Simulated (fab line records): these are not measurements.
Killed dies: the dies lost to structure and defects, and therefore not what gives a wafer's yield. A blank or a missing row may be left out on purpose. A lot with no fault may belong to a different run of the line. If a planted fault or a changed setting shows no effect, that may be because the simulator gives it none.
fab line records | flow gf180mcu | part 1 of 2: steps 1 to 30 of 43
record: lots: 5 | wafers: 15 | last-day: 34
route steps=602 shown STI@5 DNWELL@32 NWELL@42
lots that met no fault: taken from a fault-free run of the same line
start-h: hours from the record's opening day to when the first of the lot's shown wafers began | wait-h: hours since the lot's step before | " same as the row above | L1.1+2: a row that stands for several wafers | - no value, or no start given | * or withheld: withheld | < > ~ a bound
route shown NAME@n: NAME is a module with steps in the file, n the number in the route of the first one | usual: average and standard deviation across the fault-free wafers | same: alike in all rows | chamber/n: place in a boat | sites: per-site readings | _std_site: their standard deviation | _edge_site: inner sites' mean taken away from outer sites' mean | radius-mm: for every site, how far away it sits from the centre of the wafer | mask NAME#n: copy n | behind: the last tool/chamber to shape the wafer | hold: why the lot was held/for how many hours/how that ended | device: transistor that didn't switch, given as n, p or np | end of line: tests of these same wafers at the route's end | a step with no rows: only its recipe | killed: dies lost to structure and defects at the first sort, not the wafer's yield | map: shows each die of a wafer: x if killed, . if not, _ if none is there
set.NAME: the run value of the setting; set.NAME@STEP: its run value at that earlier step | model.NAME: the simulator's own value behind a step, which no gauge read
lots seen at some steps along the route; tables by step, rows by wafer
services: when a tool's chamber went out of use (start-h, in hours from the record's first day, below 0 if earlier), for how many hours, and the reason
== steps ==
step: GF_STI_THK_MEAS_04
recipe: reads: Si3N4_of_STI_CVD_03
usual: STI_CVD_03_THK: 207.4/1.9
lot.wafer | tool          | chamber | start-h | wait-h | STI_CVD_03_THK[nm]
L076.2    | film-metro-02 | -       | 23.57   | 0.0    | 203.7
L076.4    | "             | -       | "       | "      | 204.9
L076.6    | "             | -       | "       | "      | 205.2
L080.2    | film-metro-02 | -       | 44.56   | 0.0    | 204.1
L080.4    | "             | -       | "       | "      | 203.2
L080.6    | "             | -       | "       | "      | 204.1
L087.2    | film-metro-01 | -       | 78.57   | 0.0    | 207.3
L087.3    | "             | -       | "       | "      | 207.4
L087.5    | "             | -       | "       | "      | 207.2
L088.1    | film-metro-02 | -       | 83.77   | 0.0    | 211.0
L088.3    | "             | -       | "       | "      | 208.8
L088.5    | "             | -       | "       | "      | 209.6
L097.1    | film-metro-03 | -       | 130.64  | 0.0    | 207.5
L097.4    | "             | -       | "       | "      | 209.4
L097.5    | "             | -       | "       | "      | 208.7
step: GF_STI_DEHYDRATE_05
recipe: temp-c: 200 | time-s: 60
lot.wafer  | tool           | chamber | start-h | wait-h
L076.2+4+6 | litho-track-02 | 0       | 28.87   | 5.3
L080.2+4+6 | litho-track-02 | 0       | 50.12   | 5.5
L087.2+3+5 | litho-track-02 | 0       | 84.82   | 6.2
L088.1+3+5 | litho-track-04 | 0       | 89.78   | 6.0
L097.1+4+5 | litho-track-04 | 0       | 136.88  | 6.2
step: GF_STI_HMDS_06
recipe: prime-time-s: 60 | prime-temp-c: 120
lot.wafer  | tool           | chamber | start-h | wait-h
L076.2+4+6 | litho-track-02 | 0       | 29.02   | 0.1
L080.2+4+6 | litho-track-02 | 0       | 50.27   | 0.1
L087.2+3+5 | litho-track-02 | 0       | 84.97   | 0.1
L088.1+3+5 | litho-track-04 | 0       | 89.93   | 0.1
L097.1+4+5 | litho-track-04 | 0       | 137.03  | 0.1
step: GF_STI_COAT_07
recipe: resist: KrF | spin-rpm: withheld | resist-thk-nm: 700
lot.wafer  | tool           | chamber | start-h | wait-h
L076.2+4+6 | litho-track-02 | 0       | 29.17   | 0.1
L080.2+4+6 | litho-track-02 | 0       | 50.42   | 0.1
L087.2+3+5 | litho-track-02 | 0       | 85.12   | 0.1
L088.1+3+5 | litho-track-04 | 0       | 90.08   | 0.1
L097.1+4+5 | litho-track-04 | 0       | 137.18  | 0.1
step: GF_STI_SOFTBAKE_08
recipe: temp-c: 130 | time-s: 60 | resist: KrF
lot.wafer  | tool           | chamber | start-h | wait-h
L076.2+4+6 | litho-track-02 | 0       | 29.32   | 0.1
L080.2+4+6 | litho-track-02 | 0       | 50.57   | 0.1
L087.2+3+5 | litho-track-02 | 0       | 85.27   | 0.1
L088.1+3+5 | litho-track-04 | 0       | 90.23   | 0.1
L097.1+4+5 | litho-track-04 | 0       | 137.33  | 0.1
step: GF_STI_EXPOSE_09
recipe: mask-id: COMP | target-cd-nm: 220 | na: 0.68 | source-shape: conventional | sigma-outer: 0.6 | dose-mj: 28
usual: stage-vel-mm-s: 500.00/0.27
same: sigma-outer: 0.6
lot.wafer | tool           | chamber | start-h | wait-h | mask   | stage-vel-mm-s
L076.2    | krf-scanner-01 | 0       | -       | -      | COMP#0 | 500.01
L076.4    | "              | 0       | "       | "      | COMP#0 | 499.75
L076.6    | "              | 0       | "       | "      | COMP#0 | 500.05
L080.2    | krf-scanner-02 | 0       | -       | -      | COMP#0 | 499.49
L080.4    | "              | 0       | "       | "      | COMP#0 | 500.00
L080.6    | "              | 0       | "       | "      | COMP#0 | 499.94
L087.2    | krf-scanner-02 | 0       | -       | -      | COMP#0 | 500.08
L087.3    | "              | 0       | "       | "      | COMP#0 | 499.94
L087.5    | "              | 0       | "       | "      | COMP#0 | 499.84
L088.1    | krf-scanner-02 | 0       | -       | -      | COMP#0 | 500.40
L088.3    | "              | 0       | "       | "      | COMP#0 | 500.57
L088.5    | "              | 0       | "       | "      | COMP#0 | 500.19
L097.1    | krf-scanner-01 | 0       | -       | -      | COMP#0 | 499.85
L097.4    | "              | 0       | "       | "      | COMP#0 | 499.58
L097.5    | "              | 0       | "       | "      | COMP#0 | 499.87
step: GF_STI_PEB_10
recipe: peb-temp-c: 135 | peb-time-s: 90 | resist: KrF
lot.wafer  | tool           | chamber | start-h | wait-h
L076.2+4+6 | litho-track-04 | 0       | -       | -
L080.2+4+6 | litho-track-04 | 0       | -       | -
L087.2+3+5 | litho-track-02 | 0       | -       | -
L088.1+3+5 | litho-track-04 | 0       | -       | -
L097.1+4+5 | litho-track-02 | 0       | -       | -
step: GF_STI_DEVELOP_11
recipe: develop-time-s: 60 | dev-temp-c: 21
lot.wafer  | tool           | chamber | start-h | wait-h
L076.2+4+6 | litho-track-04 | 0       | 35.21   | 0.2
L080.2+4+6 | litho-track-04 | 0       | 56.71   | 0.2
L087.2+3+5 | litho-track-02 | 0       | 91.97   | 0.2
L088.1+3+5 | litho-track-04 | 0       | 97.08   | 0.2
L097.1+4+5 | litho-track-02 | 0       | 145.24  | 0.2
step: GF_STI_CD_MEAS_12
recipe: target-cd-nm: 220
usual: cd-nm: 219.8/1.3
lot.wafer | tool      | chamber | start-h | wait-h | cd-nm
L076.2    | cd-sem-01 | -       | 35.36   | 0.1    | 220.3
L076.4    | "         | -       | "       | "      | 221.6
L076.6    | "         | -       | "       | "      | 221.4
L080.2    | cd-sem-01 | -       | 56.85   | 0.1    | 219.8
L080.4    | "         | -       | "       | "      | 220.7
L080.6    | "         | -       | "       | "      | 220.2
L087.2    | cd-sem-01 | -       | 92.12   | 0.1    | 220.7
L087.3    | "         | -       | "       | "      | 221.2
L087.5    | "         | -       | "       | "      | 220.4
L088.1    | cd-sem-01 | -       | 97.23   | 0.1    | 216.5
L088.3    | "         | -       | "       | "      | 216.5
L088.5    | "         | -       | "       | "      | 216.9
L097.1    | cd-sem-02 | -       | 145.39  | 0.1    | 218.5
L097.4    | "         | -       | "       | "      | 219.9
L097.5    | "         | -       | "       | "      | 219.4
step: GF_STI_ETCH_13
recipe: chemistry: CHF3/O2 | stop-on: Si | over-etch-frac: 0.3 | target-depth-a: 2823.1 | source-w: 600 | bias-w: 200 | pressure-mtorr: 40 | chf3-flow-sccm: 50 | O2_flow_sccm: 5 | time-s: 112.9
usual: O2_flow_sccm: 4.997/0.015 | drypump-motor-current-A: 5.8/0.54 | oes-product-au: 0.833/0.0062 | rf-fwd-power-W: 596.1/2 | throttle-valve-pct: 8.810/0.0095
lot.wafer | tool        | chamber | start-h | wait-h | O2_flow_sccm | drypump-motor-current-A | oes-product-au | rf-fwd-power-W | rf-hours-counter-h | throttle-valve-pct
L076.2    | rie-diel-01 | 0       | 35.46   | 0.1    | 4.994        | 5.4                     | 0.824          | 598.4          | 71                 | 8.797
L076.4    | "           | 2       | "       | "      | 4.975        | 6.3                     | 0.834          | 594.0          | 73                 | 8.816
L076.6    | "           | 3       | "       | "      | 4.987        | 6.5                     | 0.827          | 597.4          | -                  | 8.822
L080.2    | rie-diel-04 | 2       | 56.95   | 0.1    | 5.015        | 5.9                     | 0.824          | 595.9          | 162                | 8.806
L080.4    | "           | 2       | "       | "      | 5.014        | 5.8                     | 0.818          | 592.9          | -                  | 8.791
L080.6    | "           | 0       | "       | "      | 4.989        | 4.8                     | 0.829          | 595.1          | -                  | 8.800
L087.2    | rie-diel-04 | 1       | 92.22   | 0.1    | 4.998        | 6.4                     | 0.832          | 595.6          | 91                 | 8.810
L087.3    | "           | 0       | "       | "      | 4.996        | 4.8                     | 0.834          | 593.4          | 2                  | 8.818
L087.5    | "           | 2       | "       | "      | 4.967        | 5.9                     | 0.838          | 595.8          | -                  | 8.806
L088.1    | rie-diel-04 | 0       | 97.35   | 0.1    | 5.005        | 4.8                     | 0.844          | 595.7          | 2                  | 8.804
L088.3    | "           | 2       | "       | "      | 4.997        | 5.9                     | 0.836          | 596.3          | 163                | 8.812
L088.5    | "           | 0       | "       | "      | 5.012        | 4.8                     | 0.839          | 597.2          | -                  | 8.811
L097.1    | rie-diel-01 | 3       | 145.51  | 0.1    | 5.001        | 6.5                     | 0.833          | 593.4          | 69                 | 8.817
L097.4    | "           | 0       | "       | "      | 5.013        | 5.4                     | 0.837          | 596.1          | 74                 | 8.817
L097.5    | "           | 3       | "       | "      | 4.983        | 6.5                     | 0.836          | 597.0          | -                  | 8.795
step: GF_STI_ETCH_14
recipe: target: Si | chemistry: HBr/Cl2/O2 | target-depth-nm: 360 | icp-w: 600 | bias-w: 150 | pressure-mtorr: 15 | HBr_flow_sccm: 150 | Cl2_flow_sccm: 40 | O2_flow_sccm: 6 | time-s: 102.9
usual: O2_flow_sccm: 5.999/0.019 | drypump-motor-current-A: 5.6/0.55 | he-backside-leak-sccm: 2.8/0.32 | oes-product-au: 0.991/0.01 | rf-fwd-power-W: 596.3/2.2 | throttle-valve-pct: 25.664/0.011
lot.wafer | tool      | chamber | start-h | wait-h | O2_flow_sccm | drypump-motor-current-A | he-backside-leak-sccm | oes-product-au | rf-fwd-power-W | rf-hours-counter-h | throttle-valve-pct
L076.2    | rie-si-02 | 3       | 35.53   | 0.0    | 5.999        | 5.4                     | 2.8                   | 0.988          | 597.2          | 91                 | 25.658
L076.4    | "         | 1       | "       | "      | 5.973        | 4.7                     | 2.8                   | 1.000          | 594.8          | 42                 | 25.656
L076.6    | "         | 2       | "       | "      | 6.009        | 5.1                     | 2.5                   | 0.983          | 596.9          | -                  | 25.674
L080.2    | rie-si-01 | 3       | 57.03   | 0.0    | 5.975        | 5.8                     | 2.7                   | 0.988          | 591.9          | 73                 | 25.672
L080.4    | "         | 2       | "       | "      | 6.022        | 6.7                     | 2.7                   | 1.004          | 596.1          | 25                 | 25.656
L080.6    | "         | 3       | "       | "      | 5.987        | 5.8                     | 2.6                   | 0.985          | 590.3          | -                  | 25.667
L087.2    | rie-si-02 | 2       | 92.30   | 0.0    | 5.997        | 5.2                     | 2.6                   | 0.981          | 595.8          | 44                 | 25.675
L087.3    | "         | 3       | "       | "      | 5.975        | 5.4                     | 2.8                   | 0.997          | 597.1          | 91                 | 25.656
L087.5    | "         | 0       | "       | "      | 5.994        | 5.5                     | 3.3                   | 1.001          | 596.3          | -                  | 25.656
L088.1    | rie-si-02 | 2       | 97.43   | 0.0    | 5.965        | 5.2                     | 2.5                   | 0.980          | 596.3          | 44                 | 25.666
L088.3    | "         | 1       | "       | "      | 5.988        | 4.7                     | 3.1                   | 0.985          | 596.5          | 42                 | 25.678
L088.5    | "         | 1       | "       | "      | 6.008        | 4.7                     | 3.0                   | 0.985          | 599.9          | -                  | 25.658
L097.1    | rie-si-01 | 2       | 145.59  | 0.0    | 6.008        | 6.7                     | 2.7                   | 1.003          | 595.1          | 26                 | 25.644
L097.4    | "         | 1       | "       | "      | 6.014        | 5.3                     | 2.5                   | 0.997          | 600.3          | 72                 | 25.682
L097.5    | "         | 3       | "       | "      | 6.022        | 5.9                     | 2.7                   | 0.987          | 594.1          | -                  | 25.652
step: GF_STI_STRIP_15
recipe: chemistry: O2/N2 | power-w: 1400 | pressure-mtorr: 1500 | platen-temp-c: 250 | o2-flow-sccm: 3000 | n2-flow-sccm: 300 | overash-fraction: 0.5
usual: drypump-motor-current-A: 5.9/0.4 | heater-power-w: 334/16 | oes-product-au: 0.385/0.0046 | platen-temp-c: 249.99/0.18 | strip-time-to-endpoint-s: 3.76/0.044
lot.wafer | tool            | chamber | start-h | wait-h | drypump-motor-current-A | heater-power-w | oes-product-au | platen-temp-c | rf-hours-counter-h | strip-time-to-endpoint-s
L076.2    | plasma-asher-02 | 1       | 35.61   | 0.0    | 6.3                     | 323            | 0.387          | 250.04        | 24                 | 3.77
L076.4    | "               | 1       | "       | "      | 6.3                     | 331            | 0.383          | 249.74        | -                  | 3.70
L076.6    | "               | 0       | "       | "      | 5.8                     | 331            | 0.386          | 249.97        | -                  | 3.79
L080.2    | plasma-asher-02 | 0       | 57.11   | 0.0    | 5.8                     | 329            | 0.391          | 249.94        | 26                 | 3.76
L080.4    | "               | 0       | "       | "      | 5.8                     | 325            | 0.389          | 249.92        | -                  | 3.73
L080.6    | "               | 1       | "       | "      | 6.3                     | 323            | 0.390          | 250.14        | -                  | 3.84
L087.2    | plasma-asher-03 | 1       | 92.38   | 0.0    | 5.4                     | 307            | 0.391          | 250.08        | 45                 | 3.86
L087.3    | "               | 0       | "       | "      | 6.2                     | 382            | 0.394          | 250.06        | -                  | 3.84
L087.5    | "               | 1       | "       | "      | 5.4                     | 317            | 0.390          | 250.17        | -                  | 3.77
L088.1    | plasma-asher-04 | 0       | 97.51   | 0.0    | 6.2                     | 342            | 0.387          | 249.82        | 41                 | 3.79
L088.3    | "               | 0       | "       | "      | 6.3                     | 339            | 0.390          | 250.27        | -                  | 3.75
L088.5    | "               | 1       | "       | "      | 5.3                     | 329            | 0.379          | 250.32        | -                  | 3.79
L097.1    | plasma-asher-03 | 0       | 145.66  | 0.0    | 6.2                     | 371            | 0.381          | 250.29        | 51                 | 3.73
L097.4    | "               | 0       | "       | "      | 6.2                     | 382            | 0.390          | 249.99        | -                  | 3.83
L097.5    | "               | 0       | "       | "      | 6.2                     | 367            | 0.390          | 250.03        | -                  | 3.77
step: GF_STI_CLEAN_16
recipe: chemistry: dHF | time-s: 25 | dilution: 100:1
lot.wafer  | tool         | chamber | start-h | wait-h
L076.2+4+6 | wet-bench-02 | 2       | 35.71   | 0.1
L080.2+4+6 | wet-bench-01 | 1       | 57.21   | 0.1
L087.2+3+5 | wet-bench-03 | 2       | 92.48   | 0.1
L088.1+3+5 | wet-bench-02 | 1       | 97.61   | 0.1
L097.1+4+5 | wet-bench-02 | 1       | 145.76  | 0.1
step: GF_STI_WET_ETCH_17
recipe: chemistry: H3PO4 | target-depth-nm: 45 | temp-c: 160 | target: Si3N4 | time-s: 514
lot.wafer  | tool         | chamber | start-h | wait-h
L076.2+4+6 | wet-bench-01 | 3       | 35.73   | 0.0
L080.2+4+6 | wet-bench-02 | 3       | 57.22   | 0.0
L087.2+3+5 | wet-bench-03 | 3       | 92.49   | 0.0
L088.1+3+5 | wet-bench-03 | 3       | 97.62   | 0.0
L097.1+4+5 | wet-bench-03 | 3       | 145.78  | 0.0
step: GF_STI_CLEAN_18
recipe: chemistry: SC1/SC2 | mix: 1:4:20 | temp-c: 70 | time-s: 150
lot.wafer  | tool         | chamber | start-h | wait-h
L076.2+4+6 | wet-bench-03 | 2       | 35.88   | 0.0
L080.2+4+6 | wet-bench-03 | 2       | 57.38   | 0.0
L087.2+3+5 | wet-bench-02 | 3       | 92.66   | 0.0
L088.1+3+5 | wet-bench-02 | 1       | 97.78   | 0.0
L097.1+4+5 | wet-bench-01 | 2       | 145.93  | 0.0
step: GF_STI_CLEAN_19
recipe: chemistry: dHF | time-s: 20 | dilution: 100:1
lot.wafer  | tool         | chamber | start-h | wait-h
L076.2+4+6 | wet-bench-02 | 3       | 35.93   | 0.0
L080.2+4+6 | wet-bench-01 | 2       | 57.43   | 0.0
L087.2+3+5 | wet-bench-03 | 1       | 92.71   | 0.0
L088.1+3+5 | wet-bench-01 | 0       | 97.83   | 0.0
L097.1+4+5 | wet-bench-02 | 1       | 145.98  | 0.0
step: GF_STI_WET_ETCH_20
recipe: chemistry: dHF | dilution: 100:1 | target-depth-nm: 20 | temp-c: 25 | dry: ipa-marangoni | target: SiO2 | time-s: 400
lot.wafer  | tool         | chamber | start-h | wait-h
L076.2+4+6 | wet-bench-01 | 3       | 35.95   | 0.0
L080.2+4+6 | wet-bench-02 | 0       | 57.45   | 0.0
L087.2+3+5 | wet-bench-02 | 2       | 92.72   | 0.0
L088.1+3+5 | wet-bench-03 | 1       | 97.84   | 0.0
L097.1+4+5 | wet-bench-03 | 0       | 145.99  | 0.0
step: GF_STI_OXIDATION_21
recipe: temp-c: 1000 | ambient: O2 | stabilise-s: 600 | purge-s: 300 | target-thk-a: 150 | ox-time-s: 458
usual: tube_center_temp_C_max: 1002.6/0.41
same: purge-s: 300
lot.wafer | tool       | chamber | start-h | wait-h | tube_center_temp_C_max
L076.2    | furnace-01 | 0       | 36.07   | 0.0    | 1003.0
L076.4    | "          | 0       | "       | "      | 1002.2
L076.6    | "          | 0       | "       | "      | 1002.4
L080.2    | furnace-02 | 0       | 57.76   | 0.2    | 1002.5
L080.4    | "          | 0       | "       | "      | 1002.0
L080.6    | "          | 0       | "       | "      | 1002.4
L087.2    | furnace-02 | 0       | 92.84   | 0.0    | 1002.8
L087.3    | "          | 0       | "       | "      | 1003.2
L087.5    | "          | 0       | "       | "      | 1002.6
L088.1    | furnace-02 | 0       | 99.26   | 1.3    | 1003.0
L088.3    | "          | 0       | "       | "      | 1002.5
L088.5    | "          | 0       | "       | "      | 1002.4
L097.1    | furnace-01 | 0       | 146.51  | 0.4    | 1002.8
L097.4    | "          | 0       | "       | "      | 1002.9
L097.5    | "          | 0       | "       | "      | 1002.5
step: GF_STI_THK_MEAS_22
recipe: reads: SiO2_of_STI_OXIDATION_21
usual: STI_OXIDATION_01_THK: 15.29/0.27
lot.wafer | tool          | chamber | start-h | wait-h | STI_OXIDATION_01_THK[nm]
L076.2    | film-metro-02 | -       | 37.20   | 0.0    | 14.94
L076.4    | "             | -       | "       | "      | 15.27
L076.6    | "             | -       | "       | "      | 15.03
L080.2    | film-metro-03 | -       | 58.90   | 0.0    | 14.82
L080.4    | "             | -       | "       | "      | 15.21
L080.6    | "             | -       | "       | "      | 15.05
L087.2    | film-metro-02 | -       | 93.98   | 0.0    | 15.56
L087.3    | "             | -       | "       | "      | 15.37
L087.5    | "             | -       | "       | "      | 15.47
L088.1    | film-metro-03 | -       | 100.39  | 0.0    | 15.22
L088.3    | "             | -       | "       | "      | 15.26
L088.5    | "             | -       | "       | "      | 15.09
L097.1    | film-metro-01 | -       | 147.64  | 0.0    | 15.48
L097.4    | "             | -       | "       | "      | 15.21
L097.5    | "             | -       | "       | "      | 15.16
step: GF_STI_CVD_23
recipe: material: SiO2 | target-thk-nm: 650 | sigma-open-frac: 0.3 | time-s: 108.3 | temp-c: 600 | sih4-flow-sccm: 60 | pressure-mtorr: 6
usual: pressure-mtorr: 6.001/0.013 | sih4-flow-sccm: 60.03/0.18
lot.wafer | tool      | chamber | start-h | wait-h | pressure-mtorr | sih4-flow-sccm
L076.2    | hdpcvd-02 | 2       | 37.25   | 0.0    | 5.982          | 60.17
L076.4    | "         | 2       | "       | "      | 5.997          | 59.99
L076.6    | "         | 0       | "       | "      | 6.014          | 60.08
L080.2    | hdpcvd-02 | 2       | 58.95   | 0.0    | 5.987          | 60.10
L080.4    | "         | 1       | "       | "      | 6.013          | 60.05
L080.6    | "         | 0       | "       | "      | 5.980          | 60.02
L087.2    | hdpcvd-01 | 2       | 94.03   | 0.0    | 6.021          | 60.23
L087.3    | "         | 1       | "       | "      | 6.022          | 59.81
L087.5    | "         | 0       | "       | "      | 5.976          | 60.14
L088.1    | hdpcvd-02 | 0       | 100.45  | 0.1    | 5.999          | 60.08
L088.3    | "         | 2       | "       | "      | 6.017          | 60.09
L088.5    | "         | 0       | "       | "      | 6.001          | 60.03
L097.1    | hdpcvd-01 | 2       | 147.70  | 0.1    | 5.980          | 60.21
L097.4    | "         | 1       | "       | "      | 6.019          | 59.92
L097.5    | "         | 2       | "       | "      | 6.003          | 59.96
step: GF_STI_THK_MEAS_24
recipe: reads: SiO2_of_STI_CVD_23
usual: STI_CVD_23_THK: 649/6.5
lot.wafer | tool          | chamber | start-h | wait-h | STI_CVD_23_THK[nm]
L076.2    | film-metro-01 | -       | 37.34   | 0.0    | 648
L076.4    | "             | -       | "       | "      | 649
L076.6    | "             | -       | "       | "      | 648
L080.2    | film-metro-02 | -       | 59.04   | 0.0    | 645
L080.4    | "             | -       | "       | "      | 643
L080.6    | "             | -       | "       | "      | 651
L087.2    | film-metro-02 | -       | 94.12   | 0.0    | 650
L087.3    | "             | -       | "       | "      | 652
L087.5    | "             | -       | "       | "      | 656
L088.1    | film-metro-03 | -       | 100.53  | 0.0    | 643
L088.3    | "             | -       | "       | "      | 643
L088.5    | "             | -       | "       | "      | 651
L097.1    | film-metro-02 | -       | 147.78  | 0.0    | 661
L097.4    | "             | -       | "       | "      | 659
L097.5    | "             | -       | "       | "      | 655
step: GF_STI_CMP_25
recipe: stop-on: Si3N4 | t-overpolish-s: 33 | down-force-psi: 4 | platen-rpm: 60 | target-thk-nm: 524.6 | pad-velocity-m-s: 0.94248
usual: motor-current-A: 12.8/1.3 | overpolish-run-s: 33.000/0.0082 | slurry-flow-ml-min: 149.9/0.47 | time-to-endpoint-s: 118/3.7
lot.wafer | tool   | chamber | start-h | wait-h | motor-current-A | overpolish-run-s | slurry-flow-ml-min | time-to-endpoint-s
L076.2    | cmp-02 | 0       | 37.44   | 0.1    | 12.4            | 32.987           | 150.1              | 118
L076.4    | "      | 1       | "       | "      | 12.8            | 32.984           | 150.0              | 120
L076.6    | "      | 0       | "       | "      | 12.7            | 32.999           | 149.3              | 112
L080.4    | cmp-02 | 2       | 59.09   | 0.0    | 9.9             | 32.989           | 149.7              | 122
L080.2    | "      | 3       | "       | "      | 12.5            | 32.996           | 149.2              | 123
L080.6    | "      | 2       | "       | "      | 9.4             | 32.975           | 149.2              | 125
L087.2    | cmp-02 | 1       | 94.17   | 0.0    | 12.3            | 32.979           | 149.9              | 117
L087.3    | "      | 2       | "       | "      | 9.7             | 33.002           | 149.6              | 122
L087.5    | "      | 1       | "       | "      | 13.2            | 32.989           | 150.3              | 121
L088.3    | cmp-01 | 2       | 100.59  | 0.0    | 14.1            | 33.002           | 150.2              | 113
L088.1    | "      | 3       | "       | "      | 15.1            | 33.001           | 149.6              | 117
L088.5    | "      | 3       | "       | "      | 14.3            | 33.001           | 150.4              | 117
L097.4    | cmp-01 | 0       | 147.89  | 0.1    | 12.4            | 33.002           | 149.6              | 117
L097.1    | "      | 1       | "       | "      | 13.3            | 33.001           | 149.9              | 119
L097.5    | "      | 0       | "       | "      | 12.5            | 33.013           | 150.3              | 116
step: GF_STI_WET_ETCH_26
recipe: chemistry: dHF | target-depth-nm: 94 | target: SiO2 | temp-c: 25 | dilution: 10:1 | time-s: 188
lot.wafer  | tool         | chamber | start-h | wait-h
L076.2+4+6 | wet-bench-01 | 2       | 37.69   | 0.2
L080.2+4+6 | wet-bench-03 | 1       | 59.39   | 0.2
L087.2+3+5 | wet-bench-01 | 3       | 94.47   | 0.2
L088.1+3+5 | wet-bench-01 | 0       | 100.89  | 0.2
L097.1+4+5 | wet-bench-03 | 0       | 148.14  | 0.1
step: GF_STI_WET_ETCH_27
recipe: chemistry: H3PO4 | target-depth-nm: 160 | target: Si3N4 | temp-c: 160 | time-s: 1825
lot.wafer  | tool         | chamber | start-h | wait-h
L076.2+4+6 | wet-bench-03 | 2       | 37.75   | 0.0
L080.2+4+6 | wet-bench-01 | 3       | 59.45   | 0.0
L087.2+3+5 | wet-bench-02 | 1       | 94.53   | 0.0
L088.1+3+5 | wet-bench-03 | 0       | 100.95  | 0.0
L097.1+4+5 | wet-bench-02 | 0       | 148.20  | 0.0
step: GF_STI_WET_ETCH_28
recipe: chemistry: dHF | target-depth-nm: 20 | dry: ipa-marangoni | target: SiO2 | temp-c: 25 | dilution: 10:1 | time-s: 40
lot.wafer  | tool         | chamber | start-h | wait-h
L076.2+4+6 | wet-bench-02 | 3       | 38.31   | 0.0
L080.2+4+6 | wet-bench-03 | 3       | 60.02   | 0.0
L087.2+3+5 | wet-bench-03 | 3       | 95.09   | 0.0
L088.1+3+5 | wet-bench-01 | 2       | 101.46  | 0.0
L097.1+4+5 | wet-bench-03 | 0       | 148.72  | 0.0
step: GF_STI_OXIDATION_29
recipe: temp-c: 900 | ambient: O2 | stabilise-s: 600 | purge-s: 300 | target-thk-a: 100 | ox-time-s: 1418
usual: tube_center_temp_C_max: 902.3/0.34
same: purge-s: 300
lot.wafer | tool       | chamber | start-h | wait-h | tube_center_temp_C_max
L076.2    | furnace-01 | 0       | 38.33   | 0.0    | 902.4
L076.4    | "          | 0       | "       | "      | 902.1
L076.6    | "          | 0       | "       | "      | 901.7
L080.2    | furnace-02 | 0       | 60.04   | 0.0    | 902.2
L080.4    | "          | 0       | "       | "      | 902.1
L080.6    | "          | 0       | "       | "      | 902.5
L087.2    | furnace-01 | 0       | 95.11   | 0.0    | 901.7
L087.3    | "          | 0       | "       | "      | 902.5
L087.5    | "          | 0       | "       | "      | 902.1
L088.1    | furnace-01 | 0       | 101.51  | 0.0    | 902.2
L088.3    | "          | 0       | "       | "      | 901.9
L088.5    | "          | 0       | "       | "      | 902.5
L097.1    | furnace-02 | 0       | 148.86  | 0.1    | 902.0
L097.4    | "          | 0       | "       | "      | 902.0
L097.5    | "          | 0       | "       | "      | 902.8
step: GF_STI_THK_MEAS_30
recipe: reads: SiO2_of_STI_OXIDATION_29
usual: STI_OXIDATION_02_THK: 10.23/0.21
lot.wafer | tool          | chamber | start-h | wait-h | STI_OXIDATION_02_THK[nm]
L076.2    | film-metro-02 | -       | 39.74   | 0.0    | 10.19
L076.4    | "             | -       | "       | "      | 10.15
L076.6    | "             | -       | "       | "      | 10.35
L080.2    | film-metro-02 | -       | 61.44   | 0.0    | 10.69
L080.4    | "             | -       | "       | "      | 10.48
L080.6    | "             | -       | "       | "      | 10.68
L087.2    | film-metro-02 | -       | 96.51   | 0.0    | 10.08
L087.3    | "             | -       | "       | "      | 10.10
L087.5    | "             | -       | "       | "      | 9.95
L088.1    | film-metro-02 | -       | 102.91  | 0.0    | 10.12
L088.3    | "             | -       | "       | "      | 10.28
L088.5    | "             | -       | "       | "      | 9.99
L097.1    | film-metro-03 | -       | 150.25  | 0.0    | 10.33
L097.4    | "             | -       | "       | "      | 10.18
L097.5    | "             | -       | "       | "      | 10.61
step: GF_DNWELL_DEHYDRATE_00
recipe: temp-c: 200 | time-s: 60
lot.wafer  | tool           | chamber | start-h | wait-h
L076.2+4+6 | litho-track-03 | 0       | 45.29   | 5.5
L080.2+4+6 | litho-track-03 | 0       | 67.69   | 6.2
L087.2+3+5 | litho-track-01 | 0       | 102.84  | 6.3
L088.1+3+5 | litho-track-01 | 0       | 109.77  | 6.9
L097.1+4+5 | litho-track-02 | 0       | 157.69  | 7.4
step: GF_DNWELL_HMDS_01
recipe: prime-time-s: 60 | prime-temp-c: 120
lot.wafer  | tool           | chamber | start-h | wait-h
L076.2+4+6 | litho-track-03 | 0       | 45.44   | 0.1
L080.2+4+6 | litho-track-03 | 0       | 67.84   | 0.1
L087.2+3+5 | litho-track-01 | 0       | 102.99  | 0.1
L088.1+3+5 | litho-track-01 | 0       | 109.92  | 0.1
L097.1+4+5 | litho-track-02 | 0       | 157.84  | 0.1
step: GF_DNWELL_COAT_02
recipe: spin-rpm: 2000 | resist-thk-nm: 3000
lot.wafer  | tool           | chamber | start-h | wait-h
L076.2+4+6 | litho-track-03 | 0       | 45.59   | 0.1
L080.2+4+6 | litho-track-03 | 0       | 67.99   | 0.1
L087.2+3+5 | litho-track-01 | 0       | 103.14  | 0.1
L088.1+3+5 | litho-track-01 | 0       | 110.07  | 0.1
L097.1+4+5 | litho-track-02 | 0       | 157.99  | 0.1
